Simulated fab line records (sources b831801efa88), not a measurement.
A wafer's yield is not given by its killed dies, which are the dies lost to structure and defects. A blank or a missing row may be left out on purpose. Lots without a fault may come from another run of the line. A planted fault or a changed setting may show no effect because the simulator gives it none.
Split-lot experiment :: flow sky130 :: 23 wafers read from 5 lots, route of 708 steps

== THE SPLIT ==
At SKY_FIELD_ISO_OXIDATION_01 (stabilise 600 s, purge 300 s, target thk 12 nm), the setting tempC was moved away from the recipe's 900 C on 10 of the 23 wafers read, by -1.6% to +1.9%. The other wafers ran this setting at the recipe's value.

Between the split and the reading, the file records no step.

== THE READING ==
Values of FIELD_ISO_OXIDATION_00_THK in nm from SKY_FIELD_ISO_THK_MEAS_02. A value of 11.93 nm with a standard deviation of 0.15 nm is what fault-free wafers of this fab line usually give.

wafer: L074.2
tool, chamber at the split: -, -
tempC as run, C: 900
against the recipe: recipe
FIELD_ISO_OXIDATION_00_THK, nm: 11.87
against lot-mates on the recipe: -

wafer: L074.3
tool, chamber at the split: -, -
tempC as run, C: 900
against the recipe: recipe
FIELD_ISO_OXIDATION_00_THK, nm: 11.88
against lot-mates on the recipe: -

wafer: L074.4
tool, chamber at the split: -, -
tempC as run, C: 900
against the recipe: recipe
FIELD_ISO_OXIDATION_00_THK, nm: 12.03
against lot-mates on the recipe: -

wafer: L074.5
tool, chamber at the split: -, -
tempC as run, C: 900
against the recipe: recipe
FIELD_ISO_OXIDATION_00_THK, nm: 12.05
against lot-mates on the recipe: -

wafer: L074.6
tool, chamber at the split: -, -
tempC as run, C: 900
against the recipe: recipe
FIELD_ISO_OXIDATION_00_THK, nm: 11.88
against lot-mates on the recipe: -

wafer: L078.1
tool, chamber at the split: furnace-01, 0
tempC as run, C: 900
against the recipe: recipe
FIELD_ISO_OXIDATION_00_THK, nm: 12.13
against lot-mates on the recipe: -

wafer: L078.3
tool, chamber at the split: furnace-01, 0
tempC as run, C: 900
against the recipe: recipe
FIELD_ISO_OXIDATION_00_THK, nm: 11.88
against lot-mates on the recipe: -

wafer: L078.4
tool, chamber at the split: furnace-01, 0
tempC as run, C: 900
against the recipe: recipe
FIELD_ISO_OXIDATION_00_THK, nm: 12.02
against lot-mates on the recipe: -

wafer: L080.1
tool, chamber at the split: -, -
tempC as run, C: 885.2
against the recipe: -1.6%
FIELD_ISO_OXIDATION_00_THK, nm: 10.28
against lot-mates on the recipe: no lot-mate on the recipe

wafer: L080.3
tool, chamber at the split: -, -
tempC as run, C: 885.2
against the recipe: -1.6%
FIELD_ISO_OXIDATION_00_THK, nm: 10.18
against lot-mates on the recipe: no lot-mate on the recipe

wafer: L080.4
tool, chamber at the split: -, -
tempC as run, C: 885.2
against the recipe: -1.6%
FIELD_ISO_OXIDATION_00_THK, nm: 10.16
against lot-mates on the recipe: no lot-mate on the recipe

wafer: L080.5
tool, chamber at the split: -, -
tempC as run, C: 885.2
against the recipe: -1.6%
FIELD_ISO_OXIDATION_00_THK, nm: 10.09
against lot-mates on the recipe: no lot-mate on the recipe

wafer: L080.6
tool, chamber at the split: -, -
tempC as run, C: 885.2
against the recipe: -1.6%
FIELD_ISO_OXIDATION_00_THK, nm: 10.31
against lot-mates on the recipe: no lot-mate on the recipe

wafer: L082.1
tool, chamber at the split: -, -
tempC as run, C: 900
against the recipe: recipe
FIELD_ISO_OXIDATION_00_THK, nm: 12.11
against lot-mates on the recipe: -

wafer: L082.2
tool, chamber at the split: -, -
tempC as run, C: 900
against the recipe: recipe
FIELD_ISO_OXIDATION_00_THK, nm: 11.78
against lot-mates on the recipe: -

wafer: L082.3
tool, chamber at the split: -, -
tempC as run, C: 900
against the recipe: recipe
FIELD_ISO_OXIDATION_00_THK, nm: 11.95
against lot-mates on the recipe: -

wafer: L082.4
tool, chamber at the split: -, -
tempC as run, C: 900
against the recipe: recipe
FIELD_ISO_OXIDATION_00_THK, nm: 12.13
against lot-mates on the recipe: -

wafer: L082.6
tool, chamber at the split: -, -
tempC as run, C: 900
against the recipe: recipe
FIELD_ISO_OXIDATION_00_THK, nm: 11.99
against lot-mates on the recipe: -

wafer: L083.1
tool, chamber at the split: -, -
tempC as run, C: 917.2
against the recipe: +1.9%
FIELD_ISO_OXIDATION_00_THK, nm: 14.11
against lot-mates on the recipe: no lot-mate on the recipe

wafer: L083.2
tool, chamber at the split: -, -
tempC as run, C: 917.2
against the recipe: +1.9%
FIELD_ISO_OXIDATION_00_THK, nm: 13.94
against lot-mates on the recipe: no lot-mate on the recipe

wafer: L083.3
tool, chamber at the split: -, -
tempC as run, C: 917.2
against the recipe: +1.9%
FIELD_ISO_OXIDATION_00_THK, nm: 14.00
against lot-mates on the recipe: no lot-mate on the recipe

wafer: L083.4
tool, chamber at the split: -, -
tempC as run, C: 917.2
against the recipe: +1.9%
FIELD_ISO_OXIDATION_00_THK, nm: 14.09
against lot-mates on the recipe: no lot-mate on the recipe

wafer: L083.6
tool, chamber at the split: -, -
tempC as run, C: 917.2
against the recipe: +1.9%
FIELD_ISO_OXIDATION_00_THK, nm: 14.19
against lot-mates on the recipe: no lot-mate on the recipe

FIT RESULTS
A straight line over all 23 wafers: FIELD_ISO_OXIDATION_00_THK changes by +1.09 nm for each +1% of tempC; r = +1.00; the points scatter about the line by 0.1 nm.
Too few moved wafers have a lot-mate on the recipe to fit a line with each lot's own level taken away.

== THE WHOLE CHAIN: every reading that the file lists as answering this split, in the file's order ==
step: SKY_FIELD_ISO_OXIDATION_01
what it does: stabilise 600 s, purge 300 s, target thk 12 nm
reading: SiO2_of_FIELD_ISO_OXIDATION_01.thkNm (the simulator's own value, which no gauge read)
change (the file's fit): +1.09 nm for each +1% of the setting
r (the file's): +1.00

step: SKY_FIELD_ISO_THK_MEAS_02
what it does: 
reading: FIELD_ISO_OXIDATION_00_THK
change (the file's fit): +1.09 for each +1% of the setting
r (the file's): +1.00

== THE FILE'S OWN FIT ==
FIELD_ISO_OXIDATION_00_THK changes by +1.09 nm for each +1% of tempC, r = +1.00.
